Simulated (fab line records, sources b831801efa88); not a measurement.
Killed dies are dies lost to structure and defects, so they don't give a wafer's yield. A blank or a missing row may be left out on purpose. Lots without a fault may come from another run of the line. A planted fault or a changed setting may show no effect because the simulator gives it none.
A struck lot beside a sound one | flow sky130 | 18 steps out of a route of 708
Sound: wafers L312.2, L312.3, L312.6. Struck: wafers L314.1, L314.2, L314.3. The cause comes at the end.
At each step with rows: each side's tool, then ch and its chambers, then its first start. Under that, the readings that differ: sound wafers | struck wafers | difference of the means | sigmas: that difference in standard deviations of wafers without a fault.
alike: readings whose means differ by less than 2 such deviations, and words and numbers that are the same on both sides. not compared: withheld readings, readings that some wafer has no value for, bounds like >300 that may hide the same value, and numbers for which the record gives no deviation and whose values overlap.
The two part at a step that has a row with sigmas, a row that says differs or no value, or rows on one side only. Numbers that don't overlap but have no deviation are shown without sigmas and don't part them. A reading that every wafer of one side lacks parts them only if that side has two wafers or more.

first, 4 steps without rows for these wafers: SKY_VT_ADJUST_LVTN_SOFTBAKE_14 (time 60 s); SKY_VT_ADJUST_LVTN_EXPOSE_15 (exposes mask HVN STD DERIVED, target cd 600 nm); SKY_VT_ADJUST_LVTN_PEB_16; SKY_VT_ADJUST_LVTN_DEVELOP_17 (develop time 60 s).
SKY_VT_ADJUST_LVTN_OVL_MEAS_18:
  sound on overlay-01, day 8 12:59; struck on overlay-02, day 9 01:17
  alike: VT_ADJUST_LVTN_01_OVL
then, 1 step without rows for these wafers: SKY_VT_ADJUST_LVTN_IMPLANT_19.
SKY_VT_ADJUST_LVTN_STRIP_20: strips in O2/N2.
  sound on plasma_asher-01 ch 0,1, day 8 13:10; struck on plasma_asher-02 ch 0,1, day 9 01:28
  alike: drypump_motor_current_A, oes_product_au, strip_time_to_endpoint_s
  not compared: rf_hours_counter_h
SKY_VT_ADJUST_LVTN_TW_MEAS_21:
  sound on film_metro-02, day 8 13:17; struck on film_metro-01, day 9 01:34
  alike: VT_ADJUST_LVTN_2_TW
then, 4 steps without rows for these wafers: SKY_VT_ADJUST_NCORE_DEHYDRATE_00 (time 60 s); SKY_VT_ADJUST_NCORE_HMDS_01 (prime time 60 s); SKY_VT_ADJUST_NCORE_COAT_02 (resist thk 1121 nm); SKY_VT_ADJUST_NCORE_SOFTBAKE_03 (time 60 s).
SKY_VT_ADJUST_NCORE_EXPOSE_04: exposes mask LVTN COMPLEMENT THIN, target cd 380 nm.
  sound on iline_stepper-02 ch 0, day 8 23:25; struck on iline_stepper-02 ch 0, day 9 12:53
  reading              | sound             | struck            | difference | sigmas
  exposure_dose_mJ_cm2 | 139.5 139.6 139.4 | 154.0 153.9 154.2 | +14.5      | +20
  alike: mask
then, 2 steps without rows for these wafers: SKY_VT_ADJUST_NCORE_PEB_05; SKY_VT_ADJUST_NCORE_DEVELOP_06 (develop time 60 s).
SKY_VT_ADJUST_NCORE_CD_MEAS_07: target cd 380 nm.
  sound on cd_sem-01, day 9 10:42; struck on cd_sem-02, day 9 23:35
  reading    | sound             | struck            | difference | sigmas
  cd_nm (nm) | 379.8 380.4 376.2 | 405.6 408.3 407.4 | +28.3      | +13
SKY_VT_ADJUST_NCORE_OVL_MEAS_08:
  sound on overlay-02, day 9 10:49; struck on overlay-02, day 9 23:42
  alike: VT_ADJUST_NCORE_OVL
-- the record jumps here: 37 days lie between the struck wafers' starts before and after (it left off in module VT_ADJUST_NCORE and takes up again in module PAD_OPEN, whose first step shown is number 708 of the route) --
SKY_PAD_OPEN_PROBE_99:
  sound on prober-02, day 46 09:00; struck on prober-02, day 46 23:52
  reading         | sound | struck | difference | sigmas
  killed_at_other | 0 1 0 | 2      | +2         | +3
  alike: killed_at_M0_to_M3, killed_at_M4_up, killed_at_contacts, killed_at_front_end, killed_dies, killed_open, killed_short

WHERE THEY PART
First at SKY_VT_ADJUST_NCORE_EXPOSE_04; last, within this record, at SKY_PAD_OPEN_PROBE_99.

WHY: what the simulator had put in
Process parameter drift: iline_stepper-02, from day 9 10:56 on, at SKY_VT_ADJUST_NCORE_EXPOSE_04. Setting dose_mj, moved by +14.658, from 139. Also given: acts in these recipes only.
